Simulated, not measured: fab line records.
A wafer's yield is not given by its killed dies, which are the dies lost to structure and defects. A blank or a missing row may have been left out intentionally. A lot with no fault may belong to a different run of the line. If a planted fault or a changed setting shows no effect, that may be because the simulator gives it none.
fab line records -- flow sky130
record lots=6, wafers=18, last-day=50
route steps=708 shown PWDE@48 NWELL@56
lots with no fault: from the same line, run without faults
start-h: the number of hours between the record's first day and the start of the first shown wafer of the lot -- wait-h: hours from the lot's prior step to this one -- " repeats the value in the row above -- L1.1+2: a single row standing in for several wafers -- - no value, or no start was given -- * or withheld: withheld -- < > ~ a bound
route shown NAME@n: names a module that has steps shown in the file, with the first one's number in the route -- usual: mean/standard deviation taken from wafers without a fault -- same: alike in all rows -- chamber/n: place in a boat -- sites: the reading at each site -- _std_site: the standard deviation of these -- _edge_site: inner sites' mean taken away from outer sites' mean -- radius-mm: for every site, how far away it sits from the centre of the wafer -- mask NAME#n: copy n -- behind: the tool/chamber that last shaped the wafer -- hold: what put the lot on hold/how long, in hours/how the hold closed -- device: transistor that didn't switch, given as n, p or np -- end of line: the tests these same wafers got at the end of their route -- a step without rows: its recipe alone -- killed: the dies lost at the first sort to structure and to defects; this is not the yield of the wafer -- map: a wafer's dies, marking killed ones x, the rest . and places with no die _
set.NAME: the run value of the setting; set.NAME@STEP: its run value at that earlier step -- model.NAME: the simulator's own value behind a step, which no gauge read
lots at some steps of the route; a table a step, a row a wafer
services: from which hour (start-h, from the record's first day; less than 0 if before it) a tool's chamber was out of use, for how many hours, and why
## steps
# step SKY_PWDE_SOFTBAKE_03
# recipe temp-c=110, time-s=withheld
# step SKY_PWDE_EXPOSE_04
# recipe mask-id=PWDEM, na=0.6, source-shape=conventional, sigma-outer=0.6, polarization=unpolarized, target-cd-nm=840, dose-mj=214
# step SKY_PWDE_PEB_05
# recipe temp-c=115, time-s=withheld
# step SKY_PWDE_DEVELOP_06
# recipe wall-angle-deg=90, developer=TMAH, develop-time-s=58.67, dev-temp-c=23
# step SKY_PWDE_OVL_MEAS_07
# usual PWDE_OVL=-0.5/1.6
lot.wafer,tool,chamber,start-h,wait-h,PWDE_OVL[nm]
L244.2,overlay-01,-,77.96,-,4.1
L244.3,overlay-01,-,77.96,-,3.8
L244.4,overlay-01,-,77.96,-,2.1
L249.1,overlay-01,-,104.28,-,1.1
L249.5,overlay-01,-,104.28,-,1.0
L249.6,overlay-01,-,104.28,-,-0.8
L250.1,overlay-01,-,111.39,-,0.4
L250.2,overlay-01,-,111.39,-,0.8
L250.6,overlay-01,-,111.39,-,-0.5
L258.1,overlay-01,-,160.53,-,-1.0
L258.2,overlay-01,-,160.53,-,-2.2
L258.3,overlay-01,-,160.53,-,-0.5
L261.1,overlay-01,-,177.68,-,-1.6
L261.5,overlay-01,-,177.68,-,-2.3
L261.6,overlay-01,-,177.68,-,-1.0
L264.2,overlay-01,-,193.10,-,-1.4
L264.3,overlay-01,-,193.10,-,0.5
L264.6,overlay-01,-,193.10,-,0.7
# step SKY_PWDE_IMPLANT_08
# recipe species=B, energy-kev=150, dose-cm2=3.6e+12, tilt-deg=withheld
# step SKY_PWDE_STRIP_09
# recipe chemistry=O2/N2, power-w=1400, pressure-mtorr=1500, platen-temp-c=withheld, o2-flow-sccm=3000, n2-flow-sccm=300, overash-fraction=0.5
# usual drypump-motor-current-A=6.1/0.43, oes-product-au=0.723/0.0049, strip-time-to-endpoint-s=36.99/0.088
lot.wafer,tool,chamber,start-h,wait-h,drypump-motor-current-A,oes-product-au,rf-hours-counter-h,strip-time-to-endpoint-s
L244.2,plasma-asher-02,0,78.14,0.1,5.0,0.720,40,37.06
L244.3,plasma-asher-02,0,78.14,0.1,5.0,0.719,-,37.09
L244.4,plasma-asher-02,1,78.14,0.1,6.2,0.725,-,37.12
L249.1,plasma-asher-03,0,104.46,0.1,6.5,0.721,28,37.03
L249.5,plasma-asher-03,0,104.46,0.1,6.5,0.727,-,37.14
L249.6,plasma-asher-03,1,104.46,0.1,6.0,0.721,-,36.95
L250.1,plasma-asher-04,0,111.58,0.1,6.3,0.724,42,36.99
L250.2,plasma-asher-04,1,111.58,0.1,6.1,0.711,42,36.96
L250.6,plasma-asher-04,0,111.58,0.1,6.3,0.723,-,37.14
L258.1,plasma-asher-03,0,160.71,0.1,6.5,0.723,35,36.95
L258.2,plasma-asher-03,1,160.71,0.1,5.9,0.719,35,37.01
L258.3,plasma-asher-03,1,160.71,0.1,5.9,0.729,-,37.14
L261.1,plasma-asher-03,1,177.86,0.1,6.0,0.729,37,37.03
L261.5,plasma-asher-03,0,177.86,0.1,6.5,0.724,-,37.01
L261.6,plasma-asher-03,1,177.86,0.1,6.0,0.722,-,37.05
L264.2,plasma-asher-04,0,193.28,0.1,6.2,0.730,51,36.91
L264.3,plasma-asher-04,1,193.28,0.1,6.2,0.721,-,36.88
L264.6,plasma-asher-04,1,193.28,0.1,6.2,0.719,-,36.86
# step SKY_PWDE_TW_MEAS_10
# usual PWDE_TW=371/4.3
lot.wafer,tool,chamber,start-h,wait-h,PWDE_TW
L244.2,film-metro-03,-,78.25,0.1,371
L244.3,film-metro-03,-,78.25,0.1,371
L244.4,film-metro-03,-,78.25,0.1,372
L249.1,film-metro-01,-,104.56,0.1,366
L249.5,film-metro-01,-,104.56,0.1,365
L249.6,film-metro-01,-,104.56,0.1,366
L250.1,film-metro-03,-,111.68,0.1,370
L250.2,film-metro-03,-,111.68,0.1,368
L250.6,film-metro-03,-,111.68,0.1,370
L258.1,film-metro-03,-,160.81,0.1,370
L258.2,film-metro-03,-,160.81,0.1,367
L258.3,film-metro-03,-,160.81,0.1,370
L261.1,film-metro-03,-,177.96,0.1,373
L261.5,film-metro-03,-,177.96,0.1,372
L261.6,film-metro-03,-,177.96,0.1,371
L264.2,film-metro-03,-,193.39,0.1,371
L264.3,film-metro-03,-,193.39,0.1,372
L264.6,film-metro-03,-,193.39,0.1,374
# step SKY_NWELL_DEHYDRATE_03
# recipe temp-c=200, time-s=60
# step SKY_NWELL_HMDS_04
# recipe prime-time-s=60, prime-temp-c=120
# step SKY_NWELL_COAT_05
# recipe spin-rpm=2000, resist-thk-nm=3000
# step SKY_NWELL_SOFTBAKE_06
# recipe temp-c=110, time-s=withheld
# step SKY_NWELL_EXPOSE_07
# recipe mask-id=NWM, na=0.6, source-shape=conventional, sigma-outer=0.6, polarization=unpolarized, target-cd-nm=840, dose-mj=255
# usual exposure-dose-mJ-cm2=255.01/0.24, focus-offset-nm=0.0/0.5
lot.wafer,tool,chamber,start-h,wait-h,mask,exposure-dose-mJ-cm2,focus-offset-nm
L244.2,iline-stepper-02,0,87.13,-,NWM#0,255.33,0.7
L244.3,iline-stepper-02,0,87.13,-,NWM#0,255.11,-0.1
L244.4,iline-stepper-02,0,87.13,-,NWM#0,255.48,0.0
L249.1,iline-stepper-01,-,113.83,-,NWM#0,-,-
L249.5,iline-stepper-01,-,113.83,-,NWM#0,-,-
L249.6,iline-stepper-01,-,113.83,-,NWM#0,-,-
L250.1,iline-stepper-01,-,120.19,-,NWM#0,-,-
L250.2,iline-stepper-01,-,120.19,-,NWM#0,-,-
L250.6,iline-stepper-01,-,120.19,-,NWM#0,-,-
L258.1,iline-stepper-01,0,170.76,-,NWM#0,255.18,-0.5
L258.2,iline-stepper-01,0,170.76,-,NWM#0,255.09,0.2
L258.3,iline-stepper-01,0,170.76,-,NWM#0,255.49,-0.5
L261.1,iline-stepper-02,0,188.31,-,NWM#0,255.09,0.0
L261.5,iline-stepper-02,0,188.31,-,NWM#0,255.20,-0.7
L261.6,iline-stepper-02,0,188.31,-,NWM#0,255.15,-0.1
L264.2,iline-stepper-01,0,203.88,-,NWM#0,254.95,0.3
L264.3,iline-stepper-01,0,203.88,-,NWM#0,255.02,0.4
L264.6,iline-stepper-01,0,203.88,-,NWM#0,255.01,0.4
# step SKY_NWELL_PEB_08
# recipe temp-c=115, time-s=withheld
## services
tool,chamber,start-h,hours,kind
plasma-asher-02,-,66.84,0.5,repair
plasma-asher-02,-,108.75,9.0,pm
plasma-asher-02,0,108.75,9.0,vent-cycle
plasma-asher-02,1,108.75,9.0,vent-cycle
iline-stepper-02,-,113.01,0.8,repair
plasma-asher-02,0,117.75,-,clean
plasma-asher-02,1,117.75,-,clean
iline-stepper-01,0,174.26,-,calibration
plasma-asher-02,-,174.68,13.5,repair
iline-stepper-02,0,181.34,-,calibration
## key
first-sign step=SKY_NWELL_EXPOSE_07, reading=tool-record, direction=missing
effect none on later readings
met-at SKY_NWELL_EXPOSE_07
struck-wafers L249.1,L249.5,L249.6,L250.1,L250.2,L250.6
sort-left-out L249.1,L249.5,L249.6,L250.1,L250.2,L250.6
tester-left-out L249,L250
fault kind=skipped-step-whole, tool=iline-stepper-01, chamber=-, onset-h=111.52, steps=SKY_NWELL_EXPOSE_07, scope=struck-lots-only
# tester-left-out: of these lots the tester's yield and bins aren't shown, on N5 and GAA mostly nor the transistor test; their killed dies are dies lost to structure and defects alone, not to doping, threshold or leakage, so they don't give the yield
# sort-left-out: the simulated sort isn't trusted on such a fault, so these wafers' sort isn't shown, and their yield isn't known
